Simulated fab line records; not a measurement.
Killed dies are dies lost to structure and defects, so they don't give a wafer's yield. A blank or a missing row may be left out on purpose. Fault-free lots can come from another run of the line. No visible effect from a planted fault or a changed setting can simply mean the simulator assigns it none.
fab line records -- flow sky130
record: lots: 6, wafers: 18, lastDay: 50
route steps=708 shown VT_ADJUST_NCORE@123 VT_ADJUST_HVTR@131 PAD_OPEN@708
lots untouched by any fault: they come from a run of this same line in which no faults occurred
startH: hours from the record's opening day to when the first of the lot's shown wafers began -- waitH: hours elapsed since this lot's preceding step -- " as in the row above -- L1.1+2: a row that stands for several wafers -- - no value, or no start was given -- * or withheld: withheld -- < > ~ a bound
route shown NAME@n: a module of which the file shows steps, and the number in the route of the first -- usual: the fault-free wafers' mean and standard deviation -- same: alike in all rows -- chamber/n: place in a boat -- sites: the reading at each site -- _std_site: the values' standard deviation -- _edge_site: mean of outer sites minus mean of inner sites -- radiusMm: how far each site lies from the wafer's centre -- mask NAME#n: copy n -- behind: the most recent tool/chamber to have shaped the wafer -- hold: what put the lot on hold/how long, in hours/how the hold closed -- device: transistor that didn't switch, given as n, p or np -- end of line: at the end of the route, the tests of the same wafers -- a step without rows: its recipe alone -- killed: the dies lost at the first sort to structure and to defects; this is not the yield of the wafer -- map: a wafer's dies, marking killed ones x, the rest . and places with no die _
set.NAME: the setting that was run; set.NAME@STEP: the one run at that earlier step -- model.NAME: the simulator's own value behind a step, which no gauge read
lots at selected steps of the route; one table per step, one row per wafer
services: when a tool's chamber went out of use (startH, in hours from the record's first day, below 0 if earlier), for how many hours, and the reason
== steps ==
step: SKY_VT_ADJUST_NCORE_EXPOSE_04
recipe: maskId: LVTN_COMPLEMENT_THIN, na: 0.6, sourceShape: conventional, sigmaOuter: 0.6, polarization: unpolarized, targetCdNm: 380, doseMj: 139
step: SKY_VT_ADJUST_NCORE_PEB_05
recipe: tempC: withheld, timeS: *, resist: NOVOLAK
step: SKY_VT_ADJUST_NCORE_DEVELOP_06
recipe: resist: NOVOLAK, developer: TMAH, developTimeS: 60, devTempC: 23
step: SKY_VT_ADJUST_NCORE_CD_MEAS_07
recipe: targetCdNm: 380
usual: cdNm: 380.7/2.3
lot.wafer,tool,chamber,startH,waitH,cdNm
L861.2,cdSem-01,-,181.70,0.1,380.0
L861.4,cdSem-01,-,181.70,0.1,381.7
L861.6,cdSem-01,-,181.70,0.1,380.0
L866.1,cdSem-01,-,232.93,0.1,380.0
L866.5,cdSem-01,-,232.93,0.1,378.7
L866.6,cdSem-01,-,232.93,0.1,379.1
L867.1,cdSem-02,-,233.83,0.1,384.2
L867.4,cdSem-02,-,233.83,0.1,380.3
L867.5,cdSem-02,-,233.83,0.1,382.8
L877.2,cdSem-01,-,301.10,0.1,382.1
L877.5,cdSem-01,-,301.10,0.1,383.2
L877.6,cdSem-01,-,301.10,0.1,380.4
L879.1,cdSem-01,-,318.17,0.1,379.5
L879.2,cdSem-01,-,318.17,0.1,379.1
L879.6,cdSem-01,-,318.17,0.1,381.7
L882.4,cdSem-01,-,335.59,0.1,385.0
L882.5,cdSem-01,-,335.59,0.1,381.8
L882.6,cdSem-01,-,335.59,0.1,380.5
step: SKY_VT_ADJUST_NCORE_OVL_MEAS_08
usual: VT_ADJUST_NCORE_OVL: 0.8/1.5
lot.wafer,tool,chamber,startH,waitH,VT_ADJUST_NCORE_OVL[nm]
L861.2,overlay-02,-,181.80,0.1,0.8
L861.4,overlay-02,-,181.80,0.1,1.0
L861.6,overlay-02,-,181.80,0.1,0.6
L866.1,overlay-01,-,233.05,0.1,-1.9
L866.5,overlay-01,-,233.05,0.1,-0.8
L866.6,overlay-01,-,233.05,0.1,-0.5
L867.1,overlay-02,-,233.95,0.1,1.4
L867.4,overlay-02,-,233.95,0.1,2.0
L867.5,overlay-02,-,233.95,0.1,-0.9
L877.2,overlay-01,-,301.20,0.1,-0.3
L877.5,overlay-01,-,301.20,0.1,-1.1
L877.6,overlay-01,-,301.20,0.1,0.1
L879.1,overlay-01,-,318.29,0.1,-0.3
L879.2,overlay-01,-,318.29,0.1,-1.0
L879.6,overlay-01,-,318.29,0.1,-0.1
L882.4,overlay-02,-,335.66,0.1,-0.3
L882.5,overlay-02,-,335.66,0.1,-0.6
L882.6,overlay-02,-,335.66,0.1,1.4
step: SKY_VT_ADJUST_NCORE_IMPLANT_09
recipe: species: B, energyKev: 10, doseCm2: 2.4e+12, tiltDeg: withheld
step: SKY_VT_ADJUST_NCORE_STRIP_10
recipe: chemistry: O2/N2, powerW: 1400, pressureMtorr: 1500, platenTempC: withheld, o2FlowSccm: 3000, n2FlowSccm: 300, overashFraction: 0.5
usual: drypumpMotorCurrentA: 5.95/0.29, oesProductAu: 0.716/0.0047, stripTimeToEndpointS: 14.19/0.045
lot.wafer,tool,chamber,startH,waitH,drypumpMotorCurrentA,oesProductAu,rfHoursCounterH,stripTimeToEndpointS
L861.2,plasmaAsher-02,1,181.98,0.1,5.57,0.714,49,14.14
L861.4,plasmaAsher-02,1,181.98,0.1,5.60,0.718,-,14.17
L861.6,plasmaAsher-02,1,181.98,0.1,5.57,0.713,-,14.16
L866.1,plasmaAsher-01,0,233.23,0.1,6.15,0.710,42,14.23
L866.5,plasmaAsher-01,0,233.23,0.1,6.19,0.710,-,14.19
L866.6,plasmaAsher-01,1,233.23,0.1,6.12,0.716,-,14.18
L867.1,plasmaAsher-02,0,234.13,0.1,5.95,0.724,54,14.20
L867.4,plasmaAsher-02,1,234.13,0.1,5.52,0.730,-,14.25
L867.5,plasmaAsher-02,1,234.13,0.1,5.54,0.718,-,14.24
L877.2,plasmaAsher-01,0,301.38,0.1,6.15,0.715,49,14.15
L877.5,plasmaAsher-01,1,301.38,0.1,6.12,0.715,-,14.17
L877.6,plasmaAsher-01,0,301.38,0.1,6.15,0.707,-,14.14
L879.1,plasmaAsher-03,1,318.47,0.1,5.83,0.709,19,14.17
L879.2,plasmaAsher-03,0,318.47,0.1,6.44,0.713,19,14.16
L879.6,plasmaAsher-03,1,318.47,0.1,5.79,0.715,-,14.15
L882.4,plasmaAsher-01,0,335.87,0.1,6.14,0.718,-,14.24
L882.5,plasmaAsher-01,0,335.87,0.1,6.16,0.714,-,14.22
L882.6,plasmaAsher-01,1,335.87,0.1,6.11,0.708,-,14.27
step: SKY_VT_ADJUST_NCORE_TW_MEAS_11
usual: VT_ADJUST_NCORE_TW: 216.4/1.4
lot.wafer,tool,chamber,startH,waitH,VT_ADJUST_NCORE_TW
L861.2,filmMetro-01,-,182.09,0.1,218.6
L861.4,filmMetro-01,-,182.09,0.1,217.8
L861.6,filmMetro-01,-,182.09,0.1,218.6
L866.1,filmMetro-01,-,233.33,0.1,217.8
L866.5,filmMetro-01,-,233.33,0.1,216.0
L866.6,filmMetro-01,-,233.33,0.1,217.9
L867.1,filmMetro-04,-,234.23,0.1,213.7
L867.4,filmMetro-04,-,234.23,0.1,211.9
L867.5,filmMetro-04,-,234.23,0.1,214.0
L877.2,filmMetro-01,-,301.49,0.1,216.7
L877.5,filmMetro-01,-,301.49,0.1,216.5
L877.6,filmMetro-01,-,301.49,0.1,215.2
L879.1,filmMetro-03,-,318.57,0.1,216.5
L879.2,filmMetro-03,-,318.57,0.1,216.7
L879.6,filmMetro-03,-,318.57,0.1,217.7
L882.4,filmMetro-03,-,335.96,0.1,216.4
L882.5,filmMetro-03,-,335.96,0.1,217.8
L882.6,filmMetro-03,-,335.96,0.1,216.9
step: SKY_VT_ADJUST_HVTR_DEHYDRATE_00
recipe: tempC: 200, timeS: 60
step: SKY_VT_ADJUST_HVTR_HMDS_01
recipe: primeTimeS: 60, primeTempC: 120
step: SKY_VT_ADJUST_HVTR_COAT_02
recipe: resist: NOVOLAK, spinRpm: 3000, resistThkNm: 1140
step: SKY_VT_ADJUST_HVTR_SOFTBAKE_03
recipe: tempC: 90, timeS: 60, resist: NOVOLAK
step: SKY_VT_ADJUST_HVTR_EXPOSE_04
recipe: maskId: HVTRM, targetCdNm: 380, na: 0.6, sourceShape: conventional, sigmaOuter: 0.6, doseMj: 150
lot.wafer,tool,chamber,startH,waitH,mask
L861.2+4+6,ilineStepper-02,0,192.69,-,HVTRM#0
L866.1+5+6,ilineStepper-01,0,244.47,-,HVTRM#0
L867.1+4+5,ilineStepper-01,0,245.35,-,HVTRM#0
L877.2+5+6,ilineStepper-02,0,314.56,-,HVTRM#0
L879.1+2+6,ilineStepper-02,0,330.93,-,HVTRM#0
L882.4+5+6,ilineStepper-01,0,349.75,-,HVTRM#0
step: SKY_VT_ADJUST_HVTR_PEB_05
recipe: tempC: withheld, timeS: *, resist: NOVOLAK
step: SKY_VT_ADJUST_HVTR_DEVELOP_06
recipe: developTimeS: 57.6, devTempC: 23
usual: developerTempC: 22.99/0.097, resistLineTempC: 23.02/0.1
lot.wafer,tool,chamber,startH,waitH,developerTempC,resistLineTempC,model.VT_ADJUST_HVTR.cdNm
L861.2,lithoTrack-02,0,202.89,0.1,22.94,23.00,382
L861.4,lithoTrack-02,0,202.89,0.1,22.93,22.91,382.1
L861.6,lithoTrack-02,0,202.89,0.1,23.01,23.02,384.7
L866.1,lithoTrack-01,0,256.43,0.1,23.01,22.99,369.3
L866.5,lithoTrack-01,0,256.43,0.1,23.12,23.11,367.2
L866.6,lithoTrack-01,0,256.43,0.1,22.97,22.99,371.7
L867.1,lithoTrack-02,0,256.97,0.1,23.14,23.11,362.3
L867.4,lithoTrack-02,0,256.97,0.1,22.99,23.07,369.9
L867.5,lithoTrack-02,0,256.97,0.1,23.14,22.95,367.1
L877.2,lithoTrack-02,0,327.24,0.1,23.14,22.89,380.7
L877.5,lithoTrack-02,0,327.24,0.1,23.21,23.04,382
L877.6,lithoTrack-02,0,327.24,0.1,23.04,22.99,379.9
L879.1,lithoTrack-01,0,344.43,0.1,23.06,22.94,381
L879.2,lithoTrack-01,0,344.43,0.1,22.95,23.03,379.6
L879.6,lithoTrack-01,0,344.43,0.1,22.92,22.94,382.4
L882.4,lithoTrack-02,0,363.59,0.1,23.02,23.00,377.5
L882.5,lithoTrack-02,0,363.59,0.1,23.15,23.01,378.9
L882.6,lithoTrack-02,0,363.59,0.1,22.95,23.01,377.9
step: SKY_VT_ADJUST_HVTR_CD_MEAS_07
recipe: targetCdNm: 380
usual: cdNm: 379.9/2.7
lot.wafer,tool,chamber,startH,waitH,cdNm
L861.2,cdSem-01,-,203.04,0.1,382.3
L861.4,cdSem-01,-,203.04,0.1,382.1
L861.6,cdSem-01,-,203.04,0.1,384.8
L866.1,cdSem-01,-,256.58,0.1,369.7
L866.5,cdSem-01,-,256.58,0.1,367.1
L866.6,cdSem-01,-,256.58,0.1,371.8
L867.1,cdSem-01,-,257.12,0.1,362.6
L867.4,cdSem-01,-,257.12,0.1,370.1
L867.5,cdSem-01,-,257.12,0.1,367.2
L877.2,cdSem-01,-,327.39,0.1,380.9
L877.5,cdSem-01,-,327.39,0.1,381.5
L877.6,cdSem-01,-,327.39,0.1,380.0
L879.1,cdSem-02,-,344.58,0.1,380.9
L879.2,cdSem-02,-,344.58,0.1,379.4
L879.6,cdSem-02,-,344.58,0.1,382.3
L882.4,cdSem-02,-,363.73,0.1,377.3
L882.5,cdSem-02,-,363.73,0.1,378.7
L882.6,cdSem-02,-,363.73,0.1,378.0
step: SKY_VT_ADJUST_HVTR_OVL_MEAS_08
usual: VT_ADJUST_HVTR_OVL: 0.4/1.4
lot.wafer,tool,chamber,startH,waitH,VT_ADJUST_HVTR_OVL[nm]
L861.2,overlay-02,-,203.14,0.1,-0.1
L861.4,overlay-02,-,203.14,0.1,-0.2
L861.6,overlay-02,-,203.14,0.1,1.1
L866.1,overlay-02,-,256.70,0.1,1.2
L866.5,overlay-02,-,256.70,0.1,3.0
L866.6,overlay-02,-,256.70,0.1,0.7
L867.1,overlay-02,-,257.24,0.1,-1.3
L867.4,overlay-02,-,257.24,0.1,0.1
L867.5,overlay-02,-,257.24,0.1,-0.2
L877.2,overlay-01,-,327.49,0.1,0.6
L877.5,overlay-01,-,327.49,0.1,-2.1
L877.6,overlay-01,-,327.49,0.1,-0.3
L879.1,overlay-02,-,344.70,0.1,2.5
L879.2,overlay-02,-,344.70,0.1,3.8
L879.6,overlay-02,-,344.70,0.1,2.0
L882.4,overlay-01,-,363.81,0.1,0.8
L882.5,overlay-01,-,363.81,0.1,1.3
L882.6,overlay-01,-,363.81,0.1,0.8
step: SKY_PAD_OPEN_PROBE_99
usual: killed_at_M0_to_M3: 44/7.3, killed_at_M4_up: 3.1/1.9, killedAtContacts: 24/5.3, killedAtFrontEnd: 15/4, killedAtOther: 0.4/0.6, killedDies: 86/9.2, killedOpen: 47/6.9, killedShort: 39/6.9
same: grossDies: 492, killedAtBackSide: 0
lot.wafer,tool,chamber,startH,waitH,killed_at_M0_to_M3,killed_at_M4_up,killedAtContacts,killedAtFrontEnd,killedAtOther,killedDies,killedOpen,killedShort
L882.4,prober-02,-,1190.92,0.2,48,2,20,17,1,88,48,40
L882.5,prober-02,-,1190.97,0.2,51,6,22,22,0,101,67,34
L882.6,prober-02,-,1191.02,0.2,58,2,15,11,0,86,55,31
killed by level:class
L882.4 VIA1:geometricParticle:open=12 LI_CONTACT:geometricParticle:open=8 METAL2:geometricParticle:short=6 VIA2:geometricParticle:open=6 VIA3:geometricParticle:open=6 FIELD_ISO:geometricParticle:short=5 CONTACT:geometricParticle:short=4 METAL3:geometricParticle:short=4
L882.5 VIA2:geometricParticle:open=15 VIA1:geometricParticle:open=11 CONTACT:geometricParticle:open=9 FIELD_ISO:geometricParticle:open=7 METAL2:geometricParticle:short=7 SPACER:geometricParticle:open=6 LI_CONTACT:geometricParticle:open=6 CONTACT:geometricParticle:short=5
L882.6 VIA1:geometricParticle:open=20 VIA3:geometricParticle:open=10 VIA2:geometricParticle:open=6 VIA2:geometricParticle:short=5 LI_CONTACT:geometricParticle:open=5 FIELD_ISO:geometricParticle:open=4 POLY_GATE:geometricParticle:open=4 LOCAL_INTERCONNECT:geometricParticle:short=4
== services ==
tool,chamber,startH,hours,kind
ilineStepper-02,0,222.26,-,calibration
ilineStepper-02,-,236.36,1.7,pm
ilineStepper-01,0,245.03,-,calibration
plasmaAsher-01,-,245.28,2.8,pm
ilineStepper-02,-,281.25,2.1,pm
ilineStepper-02,-,283.33,-,consumableReplace:lamp
plasmaAsher-02,-,289.18,0.8,repair
lithoTrack-02,-,298.41,-,consumableReplace:filter
plasmaAsher-01,-,318.18,0.5,repair
ilineStepper-01,-,327.30,1.7,pm
ilineStepper-01,-,335.80,3.2,repair
plasmaAsher-02,-,347.63,2.8,pm
== key ==
firstSign: step: SKY_VT_ADJUST_HVTR_CD_MEAS_07, reading: cdNm, direction: down, sigmas: 4.4, usual: 379.9, struck: 368.1
effect none on later readings
modelEffect: step: SKY_VT_ADJUST_HVTR_DEVELOP_06, value: VT_ADJUST_HVTR.cdNm, without: 382.9, struck: 367.9
metAt SKY_VT_ADJUST_HVTR_EXPOSE_04
struckWafers L866.1,L866.5,L866.6,L867.1,L867.4,L867.5
testerLeftOut L866,L867
fault: kind: processParameterDrift, tool: ilineStepper-01, chamber: -, onsetH: 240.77, steps: SKY_VT_ADJUST_HVTR_EXPOSE_04, channel: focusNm, offset: 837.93, spreadByWafer: 0.3, shape: step, endH: 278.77
testerLeftOut: of these lots the tester's yield and bins aren't shown, on N5 and GAA mostly nor the transistor test; their killed dies are dies lost to structure and defects alone, not to doping, threshold or leakage, so they don't give the yield
